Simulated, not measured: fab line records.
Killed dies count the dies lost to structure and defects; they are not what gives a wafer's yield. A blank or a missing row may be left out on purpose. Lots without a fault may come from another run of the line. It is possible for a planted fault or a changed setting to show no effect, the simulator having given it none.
Which tool was responsible? ; flow sky130 ; Sampling: 12 lots, 36 wafers, 3 of 708 route steps

## WHAT EACH GAUGE READ, for each wafer
SKY_VIA2_CD_MEAS_12: target cd 200 nm.
lot;measured;on;cdNm (nm)
L075;day 36 22:57;cdSem-01;200.3 201.0 200.4
L077;day 37 01:50;cdSem-02;199.0 198.4 198.6
L079;day 37 20:35;cdSem-02;200.4 202.1 202.8
L081;day 38 11:56;cdSem-01;199.1 198.8 200.7
L083;day 39 03:20;cdSem-02;201.7 200.7 200.0
L085;day 39 15:35;cdSem-02;198.9 199.5 200.3
L087;day 40 10:06;cdSem-01;200.4 199.9 200.1
L089;day 40 17:20;cdSem-01;199.1 199.1 199.3
L091;day 41 07:25;cdSem-01;201.7 200.4 201.8
L093;day 42 05:16;cdSem-02;199.0 199.2 198.5
L095;day 43 03:56;cdSem-01;199.8 198.8 200.0
L097;day 43 18:56;cdSem-01;199.3 200.6 201.5

## TOOL THAT RAN EACH LOT (tool first, then ch and the chambers of the sampled wafers, then the start)
lot;SKY_VIA1_CVD_21;SKY_METAL2_SPUTTER_04
L075;cvdW-01 ch 0,1, day 34 17:44;pvdSputter-02, day 34 18:23
L077;cvdW-01 ch 0,1, day 34 20:28;pvdSputter-03, day 34 21:08
L079;cvdW-01 ch 0,1, day 35 14:31;pvdSputter-04, day 35 15:08
L081;cvdW-01 ch 0,1, day 36 06:36;pvdSputter-02, day 36 07:16
L083;cvdW-01 ch 0,1, day 36 21:53;pvdSputter-02, day 36 22:32
L085;cvdW-01 ch 0,1, day 37 11:11;pvdSputter-04, day 37 11:50
L087;cvdW-01 ch 0, day 38 07:56;pvdSputter-02, day 38 08:35
L089;cvdW-02 ch 0,1, day 38 14:50;pvdSputter-03, day 38 15:29
L091;cvdW-02 ch 0,1, day 39 04:55;pvdSputter-03, day 39 05:35
L093;cvdW-02 ch 0,1, day 40 04:01;pvdSputter-02, day 40 04:44
L095;cvdW-02 ch 0,1, day 41 00:35;pvdSputter-02, day 41 01:16
L097;cvdW-02 ch 0,1, day 41 17:52;pvdSputter-03, day 41 18:29
- SKY_VIA1_CVD_21: deposits W, target thk 270 nm, time 80.902 s.
- SKY_METAL2_SPUTTER_04: material TiN, target thk 70 nm, time 58.3 s.

## THE ANSWER, worked out from the rows above alone
Rule: usual is defined by the lots themselves. Put in order of their means at a reading, lots are off if they are a third of the lots or fewer, leave a main group of 4 or more, and stand apart from it by a gap of 3 or more times the standard deviation of the main group's means; of several such gaps the widest counts. A main group whose means are all the same, to the digits that the tables above print for the reading, isn't used. A lot without any number at a reading at which 4 lots or more have one is off too. The other lots that the step has rows for count as sound.
Nothing can be told from this: no lot is off at any reading shown.

## WHAT WAS PUT IN BY THE SIMULATOR
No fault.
